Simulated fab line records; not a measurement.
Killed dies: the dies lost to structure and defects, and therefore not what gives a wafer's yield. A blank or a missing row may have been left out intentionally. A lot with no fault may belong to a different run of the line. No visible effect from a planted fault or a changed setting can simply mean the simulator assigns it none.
Which tool did it? || flow sky130 || 11 lots with 33 wafers sampled at 5 steps, on a route of 708 steps

== WHAT THE GAUGES SHOWED, per wafer ==
SKY_METAL5_RS_MEAS_05: uses a four-point probe to measure. Usual: METAL5_ALCU_RS gives 0.0271 ohm/sq (standard deviation 0.00032).
{"lot": "L655", "measured": "day 42 13:51", "on": "filmMetro-02", "METAL5_ALCU_RS (ohm/sq)": "0.0273 0.0275 0.0274", "flag": ""}
{"lot": "L656", "measured": "day 42 19:22", "on": "filmMetro-03", "METAL5_ALCU_RS (ohm/sq)": "0.0272 0.0272 0.0273", "flag": ""}
{"lot": "L660", "measured": "day 44 07:22", "on": "filmMetro-02", "METAL5_ALCU_RS (ohm/sq)": "0.0275 0.0274 0.0274", "flag": ""}
{"lot": "L663", "measured": "day 45 06:30", "on": "filmMetro-02", "METAL5_ALCU_RS (ohm/sq)": "0.0273 0.0272 0.0271", "flag": ""}
{"lot": "L661", "measured": "day 45 06:59", "on": "filmMetro-01", "METAL5_ALCU_RS (ohm/sq)": "0.0277 0.0277 0.0277", "flag": ""}
{"lot": "L670", "measured": "day 46 23:46", "on": "filmMetro-02", "METAL5_ALCU_RS (ohm/sq)": "0.0269 0.0267 0.0270", "flag": ""}
{"lot": "L672", "measured": "day 47 08:16", "on": "filmMetro-03", "METAL5_ALCU_RS (ohm/sq)": "0.0273 0.0272 0.0274", "flag": ""}
{"lot": "L673", "measured": "day 47 17:23", "on": "filmMetro-01", "METAL5_ALCU_RS (ohm/sq)": "0.0265 0.0269 0.0270", "flag": ""}
{"lot": "L674", "measured": "day 47 22:35", "on": "filmMetro-03", "METAL5_ALCU_RS (ohm/sq)": "0.0271 0.0271 0.0271", "flag": ""}
{"lot": "L676", "measured": "day 48 11:19", "on": "filmMetro-03", "METAL5_ALCU_RS (ohm/sq)": "0.0273 0.0277 0.0274", "flag": ""}
{"lot": "L678", "measured": "day 48 12:44", "on": "filmMetro-03", "METAL5_ALCU_RS (ohm/sq)": "0.0267 0.0269 0.0268", "flag": ""}

== WHICH TOOL RAN EACH LOT (tool, then ch and the chambers of the sampled wafers, then the start) ==
{"lot": "L655", "SKY_METAL4_ETCH_17": "rieDiel-01 ch 1,2, day 41 11:37", "SKY_VIA4_COAT_06": "lithoTrack-04 ch 0, day 42 00:47", "SKY_VIA4_STRIP_13": "plasmaAsher-04 ch 0,1, day 42 12:23", "SKY_METAL5_SPUTTER_02": "pvdSputter-02, day 42 13:44"}
{"lot": "L656", "SKY_METAL4_ETCH_17": "rieDiel-02 ch 2,3, day 41 17:07", "SKY_VIA4_COAT_06": "lithoTrack-04 ch 0, day 42 06:26", "SKY_VIA4_STRIP_13": "plasmaAsher-04 ch 0,1, day 42 17:52", "SKY_METAL5_SPUTTER_02": "pvdSputter-04, day 42 19:16"}
{"lot": "L660", "SKY_METAL4_ETCH_17": "rieDiel-01 ch 1,2,3, day 43 06:25", "SKY_VIA4_COAT_06": "lithoTrack-04 ch 0, day 43 18:50", "SKY_VIA4_STRIP_13": "plasmaAsher-02 ch 0,1, day 44 05:54", "SKY_METAL5_SPUTTER_02": "pvdSputter-03, day 44 07:14"}
{"lot": "L663", "SKY_METAL4_ETCH_17": "rieDiel-02 ch 2,3, day 44 05:22", "SKY_VIA4_COAT_06": "lithoTrack-01 ch 0, day 44 17:47", "SKY_VIA4_STRIP_13": "plasmaAsher-02 ch 0,1, day 45 05:00", "SKY_METAL5_SPUTTER_02": "pvdSputter-04, day 45 06:22"}
{"lot": "L661", "SKY_METAL4_ETCH_17": "rieDiel-02 ch 2,3, day 44 06:10", "SKY_VIA4_COAT_06": "lithoTrack-03 ch 0, day 44 18:08", "SKY_VIA4_STRIP_13": "plasmaAsher-03 ch 0,1, day 45 05:30", "SKY_METAL5_SPUTTER_02": "pvdSputter-02, day 45 06:50"}
{"lot": "L670", "SKY_METAL4_ETCH_17": "rieDiel-03 ch 1,3, day 46 01:39", "SKY_VIA4_COAT_06": "lithoTrack-04 ch 0, day 46 12:28", "SKY_VIA4_STRIP_13": "plasmaAsher-03 ch 0,1, day 46 22:17", "SKY_METAL5_SPUTTER_02": "pvdSputter-04, day 46 23:37"}
{"lot": "L672", "SKY_METAL4_ETCH_17": "rieDiel-02 ch 0,2,3, day 46 09:43", "SKY_VIA4_COAT_06": "lithoTrack-04 ch 0, day 46 20:32", "SKY_VIA4_STRIP_13": "plasmaAsher-04 ch 0,1, day 47 06:37", "SKY_METAL5_SPUTTER_02": "pvdSputter-03, day 47 08:06"}
{"lot": "L673", "SKY_METAL4_ETCH_17": "rieDiel-03 ch 0,3, day 46 19:01", "SKY_VIA4_COAT_06": "lithoTrack-03 ch 0, day 47 05:55", "SKY_VIA4_STRIP_13": "plasmaAsher-04 ch 1, day 47 15:54", "SKY_METAL5_SPUTTER_02": "pvdSputter-04, day 47 17:15"}
{"lot": "L674", "SKY_METAL4_ETCH_17": "rieDiel-02 ch 0,1, day 46 23:57", "SKY_VIA4_COAT_06": "lithoTrack-03 ch 0, day 47 10:58", "SKY_VIA4_STRIP_13": "plasmaAsher-02 ch 1, day 47 21:07", "SKY_METAL5_SPUTTER_02": "pvdSputter-02, day 47 22:27"}
{"lot": "L676", "SKY_METAL4_ETCH_17": "rieDiel-03 ch 1,2,3, day 47 12:49", "SKY_VIA4_COAT_06": "lithoTrack-03 ch 0, day 47 23:50", "SKY_VIA4_STRIP_13": "plasmaAsher-03 ch 1, day 48 09:50", "SKY_METAL5_SPUTTER_02": "pvdSputter-03, day 48 11:12"}
{"lot": "L678", "SKY_METAL4_ETCH_17": "rieDiel-01 ch 0,2,3, day 47 14:24", "SKY_VIA4_COAT_06": "lithoTrack-03 ch 0, day 48 01:47", "SKY_VIA4_STRIP_13": "plasmaAsher-04 ch 0,1, day 48 11:15", "SKY_METAL5_SPUTTER_02": "pvdSputter-03, day 48 12:37"}
- SKY_METAL4_ETCH_17: etches SiO2 in C4F8/O2/Ar, stops on TiN, time 3.9 s, target depth 15 nm.
- SKY_VIA4_COAT_06: resist thk 1140 nm.
- SKY_VIA4_STRIP_13: strips in O2/N2.
- SKY_METAL5_SPUTTER_02: material AlCu, target thk 1150 nm, time 61.2 s.

== WHAT THE TOOLS THEMSELVES READ (means of the sampled wafers that have a number; where no wafer has one, the mark that the record gives instead) ==
SKY_METAL4_ETCH_17. Usual: chamberPressureMTorr 40.00 mTorr, standard deviation 0.036; oesProductAu 0.755 a.u., standard deviation 0.0074.
{"lot": "L655", "tool": "rieDiel-01", "chamberPressureMTorr (mTorr)": 39.99, "oesProductAu (a.u.)": 0.752, "flag": ""}
{"lot": "L656", "tool": "rieDiel-02", "chamberPressureMTorr (mTorr)": 39.98, "oesProductAu (a.u.)": 0.757, "flag": ""}
{"lot": "L660", "tool": "rieDiel-01", "chamberPressureMTorr (mTorr)": 39.97, "oesProductAu (a.u.)": 0.756, "flag": ""}
{"lot": "L663", "tool": "rieDiel-02", "chamberPressureMTorr (mTorr)": 40.03, "oesProductAu (a.u.)": 0.749, "flag": ""}
{"lot": "L661", "tool": "rieDiel-02", "chamberPressureMTorr (mTorr)": 40.01, "oesProductAu (a.u.)": 0.762, "flag": ""}
{"lot": "L670", "tool": "rieDiel-03", "chamberPressureMTorr (mTorr)": 40.00, "oesProductAu (a.u.)": 0.754, "flag": ""}
{"lot": "L672", "tool": "rieDiel-02", "chamberPressureMTorr (mTorr)": 39.97, "oesProductAu (a.u.)": 0.756, "flag": ""}
{"lot": "L673", "tool": "rieDiel-03", "chamberPressureMTorr (mTorr)": 39.98, "oesProductAu (a.u.)": 0.751, "flag": ""}
{"lot": "L674", "tool": "rieDiel-02", "chamberPressureMTorr (mTorr)": 39.97, "oesProductAu (a.u.)": 0.755, "flag": ""}
{"lot": "L676", "tool": "rieDiel-03", "chamberPressureMTorr (mTorr)": 39.97, "oesProductAu (a.u.)": 0.760, "flag": ""}
{"lot": "L678", "tool": "rieDiel-01", "chamberPressureMTorr (mTorr)": 39.98, "oesProductAu (a.u.)": 0.758, "flag": ""}

SKY_VIA4_COAT_06. Usual: spinSpeedRpm at 3000.0 rpm, with a standard deviation of 2.
{"lot": "L655", "tool": "lithoTrack-04", "spinSpeedRpm (rpm)": 2999.9, "flag": ""}
{"lot": "L656", "tool": "lithoTrack-04", "spinSpeedRpm (rpm)": 2998.0, "flag": ""}
{"lot": "L660", "tool": "lithoTrack-04", "spinSpeedRpm (rpm)": 3002.2, "flag": ""}
{"lot": "L663", "tool": "lithoTrack-01", "spinSpeedRpm (rpm)": 2997.7, "flag": ""}
{"lot": "L661", "tool": "lithoTrack-03", "spinSpeedRpm (rpm)": 3000.8, "flag": ""}
{"lot": "L670", "tool": "lithoTrack-04", "spinSpeedRpm (rpm)": 2551.3, "flag": "OFF"}
{"lot": "L672", "tool": "lithoTrack-04", "spinSpeedRpm (rpm)": 2550.5, "flag": "OFF"}
{"lot": "L673", "tool": "lithoTrack-03", "spinSpeedRpm (rpm)": 2999.5, "flag": ""}
{"lot": "L674", "tool": "lithoTrack-03", "spinSpeedRpm (rpm)": 3000.6, "flag": ""}
{"lot": "L676", "tool": "lithoTrack-03", "spinSpeedRpm (rpm)": 2999.9, "flag": ""}
{"lot": "L678", "tool": "lithoTrack-03", "spinSpeedRpm (rpm)": 2999.5, "flag": ""}

SKY_VIA4_STRIP_13. Usual: chamberPressureMTorr 1500.1 mTorr, standard deviation 1.4; drypumpMotorCurrentA 5.7 A, standard deviation 0.37; o2FlowSccm 3000 sccm, standard deviation 9.7; oesProductAu 0.709 a.u., standard deviation 0.0043; stripTimeToEndpointS 12.81 s, standard deviation 0.033.
{"lot": "L655", "tool": "plasmaAsher-04", "chamberPressureMTorr (mTorr)": 1500.0, "drypumpMotorCurrentA (A)": 5.9, "o2FlowSccm (sccm)": 3006, "oesProductAu (a.u.)": 0.709, "stripTimeToEndpointS (s)": 12.81, "flag": ""}
{"lot": "L656", "tool": "plasmaAsher-04", "chamberPressureMTorr (mTorr)": 1500.3, "drypumpMotorCurrentA (A)": 5.9, "o2FlowSccm (sccm)": 2996, "oesProductAu (a.u.)": 0.708, "stripTimeToEndpointS (s)": 12.77, "flag": ""}
{"lot": "L660", "tool": "plasmaAsher-02", "chamberPressureMTorr (mTorr)": 1501.6, "drypumpMotorCurrentA (A)": 5.6, "o2FlowSccm (sccm)": 2995, "oesProductAu (a.u.)": 0.709, "stripTimeToEndpointS (s)": 12.82, "flag": ""}
{"lot": "L663", "tool": "plasmaAsher-02", "chamberPressureMTorr (mTorr)": 1500.7, "drypumpMotorCurrentA (A)": 5.4, "o2FlowSccm (sccm)": 2997, "oesProductAu (a.u.)": 0.713, "stripTimeToEndpointS (s)": 12.80, "flag": ""}
{"lot": "L661", "tool": "plasmaAsher-03", "chamberPressureMTorr (mTorr)": 1500.0, "drypumpMotorCurrentA (A)": 5.6, "o2FlowSccm (sccm)": 2996, "oesProductAu (a.u.)": 0.708, "stripTimeToEndpointS (s)": 12.81, "flag": ""}
{"lot": "L670", "tool": "plasmaAsher-03", "chamberPressureMTorr (mTorr)": 1499.4, "drypumpMotorCurrentA (A)": 5.6, "o2FlowSccm (sccm)": 2999, "oesProductAu (a.u.)": 0.708, "stripTimeToEndpointS (s)": 13.88, "flag": "OFF"}
{"lot": "L672", "tool": "plasmaAsher-04", "chamberPressureMTorr (mTorr)": 1498.5, "drypumpMotorCurrentA (A)": 6.0, "o2FlowSccm (sccm)": 3002, "oesProductAu (a.u.)": 0.709, "stripTimeToEndpointS (s)": 13.95, "flag": "OFF"}
{"lot": "L673", "tool": "plasmaAsher-04", "chamberPressureMTorr (mTorr)": 1500.7, "drypumpMotorCurrentA (A)": 6.2, "o2FlowSccm (sccm)": 2998, "oesProductAu (a.u.)": 0.707, "stripTimeToEndpointS (s)": 12.87, "flag": ""}
{"lot": "L674", "tool": "plasmaAsher-02", "chamberPressureMTorr (mTorr)": 1500.7, "drypumpMotorCurrentA (A)": 5.1, "o2FlowSccm (sccm)": 2993, "oesProductAu (a.u.)": 0.712, "stripTimeToEndpointS (s)": 12.80, "flag": ""}
{"lot": "L676", "tool": "plasmaAsher-03", "chamberPressureMTorr (mTorr)": 1500.2, "drypumpMotorCurrentA (A)": 5.5, "o2FlowSccm (sccm)": 2991, "oesProductAu (a.u.)": 0.716, "stripTimeToEndpointS (s)": 12.89, "flag": ""}
{"lot": "L678", "tool": "plasmaAsher-04", "chamberPressureMTorr (mTorr)": 1501.1, "drypumpMotorCurrentA (A)": 6.1, "o2FlowSccm (sccm)": 3001, "oesProductAu (a.u.)": 0.711, "stripTimeToEndpointS (s)": 12.78, "flag": ""}

SKY_METAL5_SPUTTER_02. Usual: throttleValvePct at 29.8 %, with a standard deviation of 1.
{"lot": "L655", "tool": "pvdSputter-02", "throttleValvePct (%)": 29.1, "flag": ""}
{"lot": "L656", "tool": "pvdSputter-04", "throttleValvePct (%)": 30.1, "flag": ""}
{"lot": "L660", "tool": "pvdSputter-03", "throttleValvePct (%)": 29.6, "flag": ""}
{"lot": "L663", "tool": "pvdSputter-04", "throttleValvePct (%)": 30.1, "flag": ""}
{"lot": "L661", "tool": "pvdSputter-02", "throttleValvePct (%)": 29.2, "flag": ""}
{"lot": "L670", "tool": "pvdSputter-04", "throttleValvePct (%)": 29.9, "flag": ""}
{"lot": "L672", "tool": "pvdSputter-03", "throttleValvePct (%)": 30.4, "flag": ""}
{"lot": "L673", "tool": "pvdSputter-04", "throttleValvePct (%)": 30.1, "flag": ""}
{"lot": "L674", "tool": "pvdSputter-02", "throttleValvePct (%)": 29.9, "flag": ""}
{"lot": "L676", "tool": "pvdSputter-03", "throttleValvePct (%)": 30.4, "flag": ""}
{"lot": "L678", "tool": "pvdSputter-03", "throttleValvePct (%)": 30.3, "flag": ""}

== THE ANSWER, worked out from the rows above alone ==
Rule: lot off if the mean of its wafers having a number is beyond 3 standard deviations from the usual mean. A lot without any number at a reading at which 4 lots or more have one is off too. All remaining lots with rows at the step are treated as sound. After the gauges, taken in route order, come the tools' own readings; for these a lot's mean is taken, as printed above. The first step at which some lot is off is used, and at that step the reading that is off furthest; a lot without a number counts as furthest.
Off at SKY_VIA4_COAT_06 (spinSpeedRpm): L670, L672.
A tool fits if, at that step or a process step before it, it ran every lot that is off, and no sound lot after the first of them. One candidate fits, namely lithoTrack-04 at SKY_VIA4_COAT_06. Its last sound lot is L660 (day 43 18:50), its first lot that is off L670 (day 46 12:28): a fault that began between those two fits.
The tool's own readings at SKY_VIA4_COAT_06 bear it out: on the lots that are off they differ by more than 5 times the standard deviation of the sound lots' means. spinSpeedRpm reads 2550.9 rpm there against 2999.8 rpm on the sound lots.

== WHAT HAD BEEN PUT IN BY THE SIMULATOR ==
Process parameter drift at SKY_VIA4_COAT_06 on lithoTrack-04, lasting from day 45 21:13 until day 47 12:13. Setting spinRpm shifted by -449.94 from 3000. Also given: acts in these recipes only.
Lots struck among those shown: L670, L672. The same result came from the rule above.
